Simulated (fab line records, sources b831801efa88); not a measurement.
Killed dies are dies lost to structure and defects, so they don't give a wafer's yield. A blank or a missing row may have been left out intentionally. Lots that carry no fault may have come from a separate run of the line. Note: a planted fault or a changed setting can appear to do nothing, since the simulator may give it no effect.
fab line records ; flow sky130
record lots=12; wafers=36; last_day=50
route steps=708 shown GATE_OXIDE@188 LI_CONTACT@374 METAL1@434 VIA1@459
lots that met no fault: taken from a fault-free run of the same line
start_h: hours from the record's first day to the start of the lot's first wafer shown ; wait_h: hours from the lot's prior step to this one ; " same as the row above ; L1.1+2: a single row standing in for several wafers ; - no value, or no start was given ; * or withheld: withheld ; < > ~ a bound
route shown NAME@n: NAME is a module with steps in the file, n the number in the route of the first one ; usual: mean/standard deviation of fault-free wafers ; same: alike in all rows ; chamber/n: place in a boat ; sites: readings site by site ; _std_site: the values' standard deviation ; _edge_site: mean of outer sites minus mean of inner sites ; radius_mm: how far each site lies from the wafer's centre ; mask NAME#n: copy n ; behind: the tool/chamber that last shaped the wafer ; hold: why the lot went on hold/how many hours it stayed there/how the hold came to an end ; device: names the non-switching transistor (n, p or np) ; end of line: tests run on the same wafers once the route is complete ; a step given without rows: its recipe and nothing more ; killed: the dies lost at the first sort to structure and to defects; this is not the yield of the wafer ; map: a wafer's dies, x killed, . not, _ none there
set.NAME: the setting as run; set.NAME@STEP: as run at that earlier step ; model.NAME: the simulator's own value behind a step, which no gauge read
a sample of lots followed through the steps of the route, with each step as a table and each wafer as a row
services: the hour from which a tool's chamber was out of use, counted from the record's first day as start_h (under 0 if before that day), plus the number of hours and why
## steps
# step SKY_GATE_OXIDE_OXIDATION_01
# recipe temp_c=900; ambient=O2; stabilise_s=600; purge_s=300; target_thk_a=102.68; ox_time_s=1473
# usual spike_tc_bottom_C=916.1/2.3; spike_tc_centre_C=901.1/1.1; spike_tc_lower_C=900.3/1.4; spike_tc_upper_C=899.7/1.5; tube_center_temp_C=900.01/0.079; tube_center_temp_C_max=902.3/0.34
lot.wafer;tool;chamber;start_h;wait_h;spike_tc_bottom_C;spike_tc_centre_C;spike_tc_lower_C;spike_tc_upper_C;tube_center_temp_C;tube_center_temp_C_max
L282.2;furnace-02;0;301.09;2.8;919.3;902.5;903.2;899.9;900.11;903.0
L282.3;furnace-02;0;301.09;2.8;918.4;901.6;901.6;898.5;899.97;902.8
L282.4;furnace-02;0;301.09;2.8;918.0;898.9;901.8;898.7;899.92;901.8
L283.1;furnace-02;0;319.61;0.8;918.3;900.7;902.2;897.2;900.03;901.9
L283.2;furnace-02;0;319.61;0.8;918.8;899.7;904.3;897.8;900.09;902.6
L283.6;furnace-02;0;319.61;0.8;920.5;899.5;900.0;898.4;899.91;902.4
L284.1;furnace-02;0;322.84;0.0;917.7;900.7;901.3;897.9;900.03;902.3
L284.5;furnace-02;0;322.84;0.0;918.4;899.6;902.0;898.1;900.16;903.0
L284.6;furnace-02;0;322.84;0.0;919.2;900.6;900.2;898.4;900.05;902.8
L285.1;furnace-01;0;331.51;1.6;914.9;901.4;897.5;900.7;900;902.4
L285.2;furnace-01;0;331.51;1.6;913.4;900.8;899.7;901.0;900.05;902.9
L285.5;furnace-01;0;331.51;1.6;913.5;901.8;900.0;901.6;900.04;902.8
L286.1;furnace-01;0;335.44;0.7;914.0;899.5;900.0;900.8;899.97;902.3
L286.3;furnace-01;0;335.44;0.7;914.5;900.2;900.6;901.1;900.13;902.3
L286.6;furnace-01;0;335.44;0.7;915.2;901.6;899.3;901.0;899.94;902.5
L287.3;furnace-01;0;340.15;0.0;914.6;901.7;899.7;900.3;900.08;902.1
L287.4;furnace-01;0;340.15;0.0;914.0;901.2;900.4;899.8;899.86;902.3
L287.6;furnace-01;0;340.15;0.0;913.9;900.5;899.7;899.4;900.02;902.4
L288.3;furnace-02;0;351.51;2.6;919.1;902.4;900.4;898.4;899.92;902.0
L288.5;furnace-02;0;351.51;2.6;918.6;900.1;899.5;898.5;900.01;903.0
L288.6;furnace-02;0;351.51;2.6;918.3;901.0;902.0;899.2;900.05;902.6
L289.1;furnace-02;0;354.46;0.0;919.4;899.7;901.5;898.0;899.95;902.2
L289.2;furnace-02;0;354.46;0.0;919.5;900.8;901.2;897.3;900.04;902.6
L289.3;furnace-02;0;354.46;0.0;918.2;900.7;902.4;898.7;900.07;902.1
L294.1;furnace-01;0;400.30;2.3;915.5;901.5;898.2;901.5;900.01;902.3
L294.2;furnace-01;0;400.30;2.3;914.4;902.6;899.7;901.3;900.04;902.4
L294.6;furnace-01;0;400.30;2.3;913.4;898.8;899.7;902.1;899.99;902.5
L297.1;furnace-01;0;432.17;4.9;909.1;896.2;892.8;895.7;894.51;896.8
L297.2;furnace-01;0;432.17;4.9;909.7;896.4;895.0;894.8;894.56;896.6
L297.6;furnace-01;0;432.17;4.9;910.3;894.1;894.2;895.5;894.61;896.9
L298.1;furnace-01;0;432.17;5.2;909.2;895.7;895.0;894.6;894.59;896.8
L298.2;furnace-01;0;432.17;5.2;908.7;898.3;892.8;895.6;894.51;896.5
L298.6;furnace-01;0;432.17;5.2;909.1;894.7;893.1;892.3;894.69;896.5
L301.3;furnace-02;0;468.45;0.0;919.4;899.7;903.5;897.4;900.07;903.1
L301.5;furnace-02;0;468.45;0.0;919.8;901.3;900.9;897.8;900.04;902.1
L301.6;furnace-02;0;468.45;0.0;921.0;899.7;902.6;899.1;900.08;902.3
# step SKY_GATE_OXIDE_THK_MEAS_02
# recipe reads=SiO2_of_GATE_OXIDE_OXIDATION_01
# usual GATE_OXIDE_OXIDATION_00_THK=10.42/0.16
lot.wafer;tool;chamber;start_h;wait_h;hold;GATE_OXIDE_OXIDATION_00_THK[nm]
L282.2;film_metro-01;-;302.51;0.0;-;10.37
L282.3;film_metro-01;-;302.51;0.0;-;10.41
L282.4;film_metro-01;-;302.51;0.0;-;10.48
L283.1;film_metro-02;-;321.02;0.0;-;10.48
L283.2;film_metro-02;-;321.02;0.0;-;10.37
L283.6;film_metro-02;-;321.02;0.0;-;10.58
L284.1;film_metro-01;-;324.25;0.0;-;10.91
L284.5;film_metro-01;-;324.25;0.0;-;10.68
L284.6;film_metro-01;-;324.25;0.0;-;10.91
L285.1;film_metro-01;-;332.92;0.0;-;10.21
L285.2;film_metro-01;-;332.92;0.0;-;10.12
L285.5;film_metro-01;-;332.92;0.0;-;10.36
L286.1;film_metro-02;-;336.85;0.0;-;10.64
L286.3;film_metro-02;-;336.85;0.0;-;10.48
L286.6;film_metro-02;-;336.85;0.0;-;10.64
L287.3;film_metro-03;-;341.58;0.0;-;10.17
L287.4;film_metro-03;-;341.58;0.0;-;10.17
L287.6;film_metro-03;-;341.58;0.0;-;10.20
L288.3;film_metro-03;-;352.94;0.0;-;10.68
L288.5;film_metro-03;-;352.94;0.0;-;10.51
L288.6;film_metro-03;-;352.94;0.0;-;10.69
L289.1;film_metro-03;-;355.87;0.0;-;10.28
L289.2;film_metro-03;-;355.87;0.0;-;10.46
L289.3;film_metro-03;-;355.87;0.0;-;10.29
L294.1;film_metro-01;-;401.71;0.0;-;10.42
L294.2;film_metro-01;-;401.71;0.0;-;10.47
L294.6;film_metro-01;-;401.71;0.0;-;10.48
L297.1;film_metro-02;-;433.58;0.0;-;9.92
L297.2;film_metro-02;-;433.58;0.0;-;10.02
L297.6;film_metro-02;-;433.58;0.0;-;10.00
L298.1;film_metro-03;-;433.58;0.0;await_dispo/0.2h/release;9.80
L298.2;film_metro-03;-;433.58;0.0;await_dispo/0.2h/release;9.71
L298.6;film_metro-03;-;433.58;0.0;await_dispo/0.2h/release;9.65
L298.1;film_metro-03;-;433.81;0.2;-;9.79
L298.2;film_metro-03;-;433.81;0.2;-;9.66
L298.6;film_metro-03;-;433.81;0.2;-;9.65
L301.3;film_metro-02;-;469.88;0.0;-;10.48
L301.5;film_metro-02;-;469.88;0.0;-;10.55
L301.6;film_metro-02;-;469.88;0.0;-;10.53
# step SKY_LI_CONTACT_CD_MEAS_12
# recipe target_cd_nm=170
# usual cd_nm=169.7/1.3
lot.wafer;tool;chamber;start_h;wait_h;cd_nm
L282.2;cd_sem-01;-;697.45;-;168.6
L282.3;cd_sem-01;-;697.45;-;168.2
L282.4;cd_sem-01;-;697.45;-;167.0
L283.1;cd_sem-01;-;716.18;-;170.2
L283.2;cd_sem-01;-;716.18;-;170.6
L283.6;cd_sem-01;-;716.18;-;170.6
L284.1;cd_sem-02;-;717.36;-;169.5
L284.5;cd_sem-02;-;717.36;-;168.5
L284.6;cd_sem-02;-;717.36;-;169.2
L286.1;cd_sem-01;-;730.71;-;171.8
L286.3;cd_sem-01;-;730.71;-;171.5
L286.6;cd_sem-01;-;730.71;-;170.6
L285.1;cd_sem-02;-;731.48;-;168.5
L285.2;cd_sem-02;-;731.48;-;169.6
L285.5;cd_sem-02;-;731.48;-;169.2
L287.3;cd_sem-01;-;742.95;-;171.5
L287.4;cd_sem-01;-;742.95;-;170.6
L287.6;cd_sem-01;-;742.95;-;171.8
L288.3;cd_sem-02;-;744.77;-;168.8
L288.5;cd_sem-02;-;744.77;-;168.5
L288.6;cd_sem-02;-;744.77;-;168.4
L289.1;cd_sem-02;-;747.01;-;170.6
L289.2;cd_sem-02;-;747.01;-;170.1
L289.3;cd_sem-02;-;747.01;-;170.3
L294.1;cd_sem-02;-;798.13;-;169.7
L294.2;cd_sem-02;-;798.13;-;170.3
L294.6;cd_sem-02;-;798.13;-;170.7
L298.1;cd_sem-02;-;819.41;-;167.2
L298.2;cd_sem-02;-;819.41;-;166.6
L298.6;cd_sem-02;-;819.41;-;167.3
L297.1;cd_sem-01;-;819.57;-;170.4
L297.2;cd_sem-01;-;819.57;-;170.4
L297.6;cd_sem-01;-;819.57;-;169.7
L301.3;cd_sem-02;-;849.66;-;169.1
L301.5;cd_sem-02;-;849.66;-;168.7
L301.6;cd_sem-02;-;849.66;-;169.3
# step SKY_METAL1_SPUTTER_00
# recipe material=Ti; target_thk_nm=15; power_w=3000; time_s=10; chamber_pressure_pa=0.4
# usual throttle_valve_pct=30.1/0.91
lot.wafer;tool;chamber;start_h;wait_h;throttle_valve_pct
L282.2;pvd_sputter-04;-;756.90;0.2;30.9
L282.3;pvd_sputter-04;-;756.90;0.2;28.6
L282.4;pvd_sputter-04;-;756.90;0.2;30.5
L283.1;pvd_sputter-03;-;774.63;0.1;28.7
L283.2;pvd_sputter-03;-;774.63;0.1;30.4
L283.6;pvd_sputter-03;-;774.63;0.1;28.7
L284.1;pvd_sputter-04;-;776.09;0.2;30.6
L284.5;pvd_sputter-04;-;776.09;0.2;29.7
L284.6;pvd_sputter-04;-;776.09;0.2;30.4
L286.1;pvd_sputter-04;-;788.93;0.2;31.1
L286.3;pvd_sputter-04;-;788.93;0.2;28.7
L286.6;pvd_sputter-04;-;788.93;0.2;29.6
L285.1;pvd_sputter-03;-;790.24;0.1;30.0
L285.2;pvd_sputter-03;-;790.24;0.1;29.9
L285.5;pvd_sputter-03;-;790.24;0.1;28.5
L287.3;pvd_sputter-03;-;800.84;0.1;30.1
L287.4;pvd_sputter-03;-;800.84;0.1;28.6
L287.6;pvd_sputter-03;-;800.84;0.1;30.4
L288.3;pvd_sputter-04;-;802.29;0.1;29.5
L288.5;pvd_sputter-04;-;802.29;0.1;29.6
L288.6;pvd_sputter-04;-;802.29;0.1;30.7
L289.1;pvd_sputter-01;-;803.91;0.2;31.8
L289.2;pvd_sputter-01;-;803.91;0.2;29.7
L289.3;pvd_sputter-01;-;803.91;0.2;30.1
L294.1;pvd_sputter-03;-;856.16;0.1;28.6
L294.2;pvd_sputter-03;-;856.16;0.1;30.0
L294.6;pvd_sputter-03;-;856.16;0.1;30.2
L298.1;pvd_sputter-01;-;875.65;0.2;31.0
L298.2;pvd_sputter-01;-;875.65;0.2;30.3
L298.6;pvd_sputter-01;-;875.65;0.2;30.1
L297.1;pvd_sputter-01;-;876.71;0.1;31.8
L297.2;pvd_sputter-01;-;876.71;0.1;30.2
L297.6;pvd_sputter-01;-;876.71;0.1;31.1
L301.3;pvd_sputter-01;-;904.60;0.2;31.3
L301.5;pvd_sputter-01;-;904.60;0.2;30.4
L301.6;pvd_sputter-01;-;904.60;0.2;31.2
# step SKY_VIA1_THK_MEAS_01
# recipe reads=SiO2_of_VIA1_HDPCVD_00
# usual VIA1_HDPCVD_THK=1029/11
lot.wafer;tool;chamber;start_h;wait_h;VIA1_HDPCVD_THK[nm]
L282.2;film_metro-03;-;784.78;0.1;1039
L282.3;film_metro-03;-;784.78;0.1;1035
L282.4;film_metro-03;-;784.78;0.1;1026
L283.1;film_metro-04;-;802.15;0.1;1021
L283.2;film_metro-04;-;802.15;0.1;1026
L283.6;film_metro-04;-;802.15;0.1;1029
L284.1;film_metro-04;-;803.10;0.1;1022
L284.5;film_metro-04;-;803.10;0.1;1032
L284.6;film_metro-04;-;803.10;0.1;1032
L286.1;film_metro-04;-;816.26;0.1;1043
L286.3;film_metro-04;-;816.26;0.1;1041
L286.6;film_metro-04;-;816.26;0.1;1049
L285.1;film_metro-03;-;818.21;0.1;1026
L285.2;film_metro-03;-;818.21;0.1;1013
L285.5;film_metro-03;-;818.21;0.1;1011
L287.3;film_metro-04;-;828.88;0.1;1026
L287.4;film_metro-04;-;828.88;0.1;1021
L287.6;film_metro-04;-;828.88;0.1;1021
L288.3;film_metro-03;-;830.29;0.1;1030
L288.5;film_metro-03;-;830.29;0.1;1017
L288.6;film_metro-03;-;830.29;0.1;1016
L289.1;film_metro-04;-;831.89;0.1;1016
L289.2;film_metro-04;-;831.89;0.1;1030
L289.3;film_metro-04;-;831.89;0.1;1025
L294.1;film_metro-02;-;882.01;0.1;1024
L294.2;film_metro-02;-;882.01;0.1;1037
L294.6;film_metro-02;-;882.01;0.1;1037
L298.1;film_metro-03;-;902.48;0.1;1004
L298.2;film_metro-03;-;902.48;0.1;1020
L298.6;film_metro-03;-;902.48;0.1;1024
L297.1;film_metro-02;-;903.77;0.1;1032
L297.2;film_metro-02;-;903.77;0.1;1028
L297.6;film_metro-02;-;903.77;0.1;1031
L301.3;film_metro-04;-;931.74;0.1;1036
L301.5;film_metro-04;-;931.74;0.1;1038
L301.6;film_metro-04;-;931.74;0.1;1040
## services
tool;chamber;start_h;hours;kind
furnace-02;-;308.37;4.8;pm
pvd_sputter-04;-;309.78;1.7;repair
furnace-01;-;324.22;3.2;pm
pvd_sputter-03;-;326.36;5.4;repair
pvd_sputter-03;-;343.77;12.6;repair
furnace-02;-;378.38;6.0;repair
furnace-02;-;388.36;3.8;pm
pvd_sputter-01;-;390.35;4.3;repair
furnace-02;-;395.15;54.1;pm
pvd_sputter-03;-;405.56;2.6;repair
pvd_sputter-04;-;419.79;5.6;repair
furnace-01;-;450.58;3.9;pm
pvd_sputter-03;-;455.09;6.3;repair
pvd_sputter-03;-;463.41;0.7;repair
furnace-01;-;491.08;3.1;pm
furnace-02;-;589.02;3.9;pm
furnace-01;-;617.57;2.7;pm
furnace-01;-;659.79;3.4;pm
furnace-02;-;723.56;2.6;pm
furnace-01;-;726.41;5.3;pm
furnace-01;-;827.08;2.9;pm
furnace-02;-;871.02;2.5;pm
furnace-02;-;891.40;3.9;pm
furnace-01;-;899.64;16.9;repair
## key
first_sign step=SKY_GATE_OXIDE_OXIDATION_01; reading=tube_center_temp_C; direction=down; sigmas=60; usual=*; struck=*
effect step=SKY_GATE_OXIDE_OXIDATION_01; reading=tube_center_temp_C_max; direction=down; sigmas=17; usual=*; struck=*
effect step=SKY_GATE_OXIDE_THK_MEAS_02; reading=visit; direction=added
met_at SKY_GATE_OXIDE_OXIDATION_01
struck_lots L297,L298
tester_left_out L297,L298
not_acting_at SKY_LI_CONTACT_CD_MEAS_12,SKY_METAL1_SPUTTER_00,SKY_VIA1_THK_MEAS_01
onset_between 400.30 432.17
fault kind=process_parameter_drift; tool=furnace-01; chamber=-; onset_h=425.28; steps=SKY_GATE_OXIDE_OXIDATION_01; channel=temp_c; offset=*; shape=step; end_h=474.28; acts_in=*; stated=*
# tester_left_out: of these lots the tester's yield and bins aren't shown, on N5 and GAA mostly nor the transistor test; their killed dies are dies lost to structure and defects alone, not to doping, threshold or leakage, so they don't give the yield
